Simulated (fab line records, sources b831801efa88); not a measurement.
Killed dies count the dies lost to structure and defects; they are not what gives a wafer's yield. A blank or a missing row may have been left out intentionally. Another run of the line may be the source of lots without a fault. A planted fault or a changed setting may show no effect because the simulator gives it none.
Split-lot experiment :: flow sfq_line :: 5 lots, 23 wafers read, on a route of 325 steps

THE SPLIT
At SFQ_TRILAYER_I3_VIA_LITHO_COAT_085 (resist thk 650 nm), the setting resist_thk_nm was moved away from the recipe's 650 nm on 8 of the 23 wafers read, by -5.6% to +5.1%. The other wafers ran this setting at the recipe's value.

BETWEEN THE SPLIT AND THE READING: the file shows 1 step in between
- SFQ_TRILAYER_I3_VIA_BARC_OPEN_VIA_ETCH_121: etches BARC in O2, target depth 125 nm, time 41.7 s (also split here: time_s)

THE READING
KrF_of_TRILAYER_I3_VIA_LITHO_COAT_085.thk_nm (the simulator's own value, which no gauge read), in nm, at SFQ_TRILAYER_I3_VIA_ETCH_VIA_ETCH_088 (etches SiO2 in CHF3, stops on Nb, target depth 260 nm). The file does not state a usual value for it. The 15 wafers here that ran the recipe average 527.7 nm, standard deviation 5 nm.

wafer: L074.1
tool, chamber at the split: litho_track-02, 0
resist_thk_nm as run, nm: 650
against the recipe: recipe
KrF_of_TRILAYER_I3_VIA_LITHO_COAT_085.thk_nm, nm: 531.6
against lot-mates on the recipe: -

wafer: L074.3
tool, chamber at the split: litho_track-02, 0
resist_thk_nm as run, nm: 665.2
against the recipe: +2.3%
KrF_of_TRILAYER_I3_VIA_LITHO_COAT_085.thk_nm, nm: 544.2
against lot-mates on the recipe: +11.2

wafer: L074.4
tool, chamber at the split: litho_track-02, 0
resist_thk_nm as run, nm: 665.2
against the recipe: +2.3%
KrF_of_TRILAYER_I3_VIA_LITHO_COAT_085.thk_nm, nm: 550.1
against lot-mates on the recipe: +17.1

wafer: L074.5
tool, chamber at the split: litho_track-02, 0
resist_thk_nm as run, nm: 650
against the recipe: recipe
KrF_of_TRILAYER_I3_VIA_LITHO_COAT_085.thk_nm, nm: 534.3
against lot-mates on the recipe: -

wafer: L074.6
tool, chamber at the split: litho_track-02, 0
resist_thk_nm as run, nm: 665.2
against the recipe: +2.3%
KrF_of_TRILAYER_I3_VIA_LITHO_COAT_085.thk_nm, nm: 547.1
against lot-mates on the recipe: +14.1

wafer: L076.1
tool, chamber at the split: litho_track-02, 0
resist_thk_nm as run, nm: 613.5
against the recipe: -5.6%
KrF_of_TRILAYER_I3_VIA_LITHO_COAT_085.thk_nm, nm: 484
against lot-mates on the recipe: -39.7

wafer: L076.3
tool, chamber at the split: litho_track-02, 0
resist_thk_nm as run, nm: 613.5
against the recipe: -5.6%
KrF_of_TRILAYER_I3_VIA_LITHO_COAT_085.thk_nm, nm: 489.9
against lot-mates on the recipe: -33.8

wafer: L076.4
tool, chamber at the split: litho_track-02, 0
resist_thk_nm as run, nm: 613.5
against the recipe: -5.6%
KrF_of_TRILAYER_I3_VIA_LITHO_COAT_085.thk_nm, nm: 485.2
against lot-mates on the recipe: -38.5

wafer: L076.5
tool, chamber at the split: litho_track-02, 0
resist_thk_nm as run, nm: 650
against the recipe: recipe
KrF_of_TRILAYER_I3_VIA_LITHO_COAT_085.thk_nm, nm: 527.2
against lot-mates on the recipe: -

wafer: L076.6
tool, chamber at the split: litho_track-02, 0
resist_thk_nm as run, nm: 650
against the recipe: recipe
KrF_of_TRILAYER_I3_VIA_LITHO_COAT_085.thk_nm, nm: 520.1
against lot-mates on the recipe: -

wafer: L077.2
tool, chamber at the split: litho_track-02, 0
resist_thk_nm as run, nm: 650
against the recipe: recipe
KrF_of_TRILAYER_I3_VIA_LITHO_COAT_085.thk_nm, nm: 531
against lot-mates on the recipe: -

wafer: L077.3
tool, chamber at the split: litho_track-02, 0
resist_thk_nm as run, nm: 650
against the recipe: recipe
KrF_of_TRILAYER_I3_VIA_LITHO_COAT_085.thk_nm, nm: 527.1
against lot-mates on the recipe: -

wafer: L077.4
tool, chamber at the split: litho_track-02, 0
resist_thk_nm as run, nm: 650
against the recipe: recipe
KrF_of_TRILAYER_I3_VIA_LITHO_COAT_085.thk_nm, nm: 528.1
against lot-mates on the recipe: -

wafer: L077.5
tool, chamber at the split: litho_track-02, 0
resist_thk_nm as run, nm: 650
against the recipe: recipe
KrF_of_TRILAYER_I3_VIA_LITHO_COAT_085.thk_nm, nm: 533
against lot-mates on the recipe: -

wafer: L077.6
tool, chamber at the split: litho_track-02, 0
resist_thk_nm as run, nm: 650
against the recipe: recipe
KrF_of_TRILAYER_I3_VIA_LITHO_COAT_085.thk_nm, nm: 536.3
against lot-mates on the recipe: -

wafer: L083.1
tool, chamber at the split: litho_track-02, 0
resist_thk_nm as run, nm: 650
against the recipe: recipe
KrF_of_TRILAYER_I3_VIA_LITHO_COAT_085.thk_nm, nm: 520.7
against lot-mates on the recipe: -

wafer: L083.2
tool, chamber at the split: litho_track-02, 0
resist_thk_nm as run, nm: 650
against the recipe: recipe
KrF_of_TRILAYER_I3_VIA_LITHO_COAT_085.thk_nm, nm: 529.2
against lot-mates on the recipe: -

wafer: L083.3
tool, chamber at the split: litho_track-02, 0
resist_thk_nm as run, nm: 683.4
against the recipe: +5.1%
KrF_of_TRILAYER_I3_VIA_LITHO_COAT_085.thk_nm, nm: 558.4
against lot-mates on the recipe: +35.4

wafer: L083.4
tool, chamber at the split: litho_track-02, 0
resist_thk_nm as run, nm: 683.4
against the recipe: +5.1%
KrF_of_TRILAYER_I3_VIA_LITHO_COAT_085.thk_nm, nm: 560.2
against lot-mates on the recipe: +37.2

wafer: L083.5
tool, chamber at the split: litho_track-02, 0
resist_thk_nm as run, nm: 650
against the recipe: recipe
KrF_of_TRILAYER_I3_VIA_LITHO_COAT_085.thk_nm, nm: 519
against lot-mates on the recipe: -

wafer: L085.2
tool, chamber at the split: litho_track-02, 0
resist_thk_nm as run, nm: 650
against the recipe: recipe
KrF_of_TRILAYER_I3_VIA_LITHO_COAT_085.thk_nm, nm: 523.8
against lot-mates on the recipe: -

wafer: L085.4
tool, chamber at the split: litho_track-02, 0
resist_thk_nm as run, nm: 650
against the recipe: recipe
KrF_of_TRILAYER_I3_VIA_LITHO_COAT_085.thk_nm, nm: 528.9
against lot-mates on the recipe: -

wafer: L085.5
tool, chamber at the split: litho_track-02, 0
resist_thk_nm as run, nm: 650
against the recipe: recipe
KrF_of_TRILAYER_I3_VIA_LITHO_COAT_085.thk_nm, nm: 525.8
against lot-mates on the recipe: -

THE FIT
A straight line over all 23 wafers: KrF_of_TRILAYER_I3_VIA_LITHO_COAT_085.thk_nm changes by +7.07 nm for each +1% of resist_thk_nm; r = +0.97; the points scatter about the line by 4.8 nm.
The same after taking each lot's own level away (the mean of its wafers on the recipe; 23 wafers): +6.72 nm for each +1%; r = +0.99; scatter 3.2 nm.
That fit puts the effect of the largest move of resist_thk_nm on the reading at 38 nm.
From 522.97 to 532.95 nm: that is the span of the lots' own levels, equal to 2.0 times the standard deviation above.
The two slopes agree, so the slope changes little with the lot-to-lot level.
Check: for one of the wafers moved furthest among these (-5.6%), held out of the fit, the line's prediction against its lot-mates is -37.1 nm. It came out at -39.7 nm against them.

THE OTHER SPLITS THESE WAFERS WENT THROUGH
Other splits were also applied to these wafers ahead of the reading. Each is held against what the fit with the lots' levels taken away leaves over:
other split on the same wafers: SFQ_TRILAYER_M2_LITHO_COAT_062 resist_thk_nm
wafers away from the commonest value: 11
r with KrF_of_TRILAYER_I3_VIA_LITHO_COAT_085.thk_nm (lot level and that fit taken away): -0.14

other split on the same wafers: SFQ_TRILAYER_I2_VIA_LITHO_PEB_070 peb_temp_c
wafers away from the commonest value: 7
r with KrF_of_TRILAYER_I3_VIA_LITHO_COAT_085.thk_nm (lot level and that fit taken away): -0.09

other split on the same wafers: SFQ_TRILAYER_M3_LITHO_COAT_075 spin_rpm
wafers away from the commonest value: 11
r with KrF_of_TRILAYER_I3_VIA_LITHO_COAT_085.thk_nm (lot level and that fit taken away): +0.05

other split on the same wafers: SFQ_TRILAYER_M3_BARC_OPEN_METAL_ETCH_100 time_s
wafers away from the commonest value: 10
r with KrF_of_TRILAYER_I3_VIA_LITHO_COAT_085.thk_nm (lot level and that fit taken away): -0.09

other split on the same wafers: SFQ_TRILAYER_I3_VIA_BARC_OPEN_VIA_ETCH_121 time_s
wafers away from the commonest value: 10
r with KrF_of_TRILAYER_I3_VIA_LITHO_COAT_085.thk_nm (lot level and that fit taken away): -0.48

THE WHOLE CHAIN: every reading that the file lists as answering this split, in the file's order
step: SFQ_TRILAYER_I3_VIA_LITHO_COAT_085
what it does: resist thk 650 nm
reading: KrF_of_TRILAYER_I3_VIA_LITHO_COAT_085.thk_nm (the simulator's own value, which no gauge read)
change (the file's fit): +6.48 nm for each +1% of the setting
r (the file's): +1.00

step: SFQ_TRILAYER_I3_VIA_BARC_OPEN_VIA_ETCH_121
what it does: etches BARC in O2, target depth 125 nm, time 41.7 s
reading: KrF_of_TRILAYER_I3_VIA_LITHO_COAT_085.thk_nm (the simulator's own value, which no gauge read)
change (the file's fit): +6.9 nm for each +1% of the setting
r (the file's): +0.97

step: SFQ_TRILAYER_I3_VIA_ETCH_VIA_ETCH_088
what it does: etches SiO2 in CHF3, stops on Nb, target depth 260 nm
reading: KrF_of_TRILAYER_I3_VIA_LITHO_COAT_085.thk_nm (the simulator's own value, which no gauge read)
change (the file's fit): +6.77 nm for each +1% of the setting
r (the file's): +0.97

THE FILE'S OWN FIT
KrF_of_TRILAYER_I3_VIA_LITHO_COAT_085.thk_nm changes by +6.77 nm for each +1% of resist_thk_nm, r = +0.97.
